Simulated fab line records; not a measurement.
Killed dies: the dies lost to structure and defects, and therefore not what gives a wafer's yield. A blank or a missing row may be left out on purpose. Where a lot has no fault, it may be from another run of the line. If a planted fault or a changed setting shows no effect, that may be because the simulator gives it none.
Which tool is to blame? + flow gf180mcu + 7 lots (21 wafers sampled), 1 step of a 602-step route

## WHAT THE GAUGES READ, wafer by wafer
GF_V3_CD_MEAS_14: the cd target is 260 nm.
| lot  | measured     | on       | cdNm (nm)         |
|------|--------------|----------|-------------------|
| L798 | day 22 16:14 | cdSem-01 | 260.5 260.9 261.1 |
| L800 | day 23 09:31 | cdSem-02 | 260.1 259.6 260.2 |
| L804 | day 25 21:23 | cdSem-01 | 261.6 261.2 260.9 |
| L807 | day 26 13:17 | cdSem-02 | 260.7 260.6 260.3 |
| L811 | day 26 23:25 | cdSem-01 | 259.7 260.3 260.3 |
| L812 | day 27 18:50 | cdSem-01 | 261.3 261.6 261.5 |
| L816 | day 28 07:47 | cdSem-02 | 261.5 261.7 262.2 |

## EACH LOT AND THE TOOL THAT RAN IT (in order: tool; ch and the chambers of the sampled wafers; start)
There is no process step in the record ahead of these readings.

## THE ANSWER, worked out from the rows above alone
Rule: what is usual is taken from the lots themselves. The widest of any qualifying gaps counts: lots, ordered by their means at a reading, are off when they make up no more than a third of the lots, leave a main group of 4 or more, and stand apart from it by 3 or more times the standard deviation of that group's means. A main group whose means are all the same, to the digits that the tables above print for the reading, isn't used. A lot without any number at a reading at which 4 lots or more have one is off too. Any other lot the step has rows for is counted as sound.
No lot is off on any of the readings shown, so nothing can be concluded from this.

## WHAT THE SIMULATOR HAD PUT IN
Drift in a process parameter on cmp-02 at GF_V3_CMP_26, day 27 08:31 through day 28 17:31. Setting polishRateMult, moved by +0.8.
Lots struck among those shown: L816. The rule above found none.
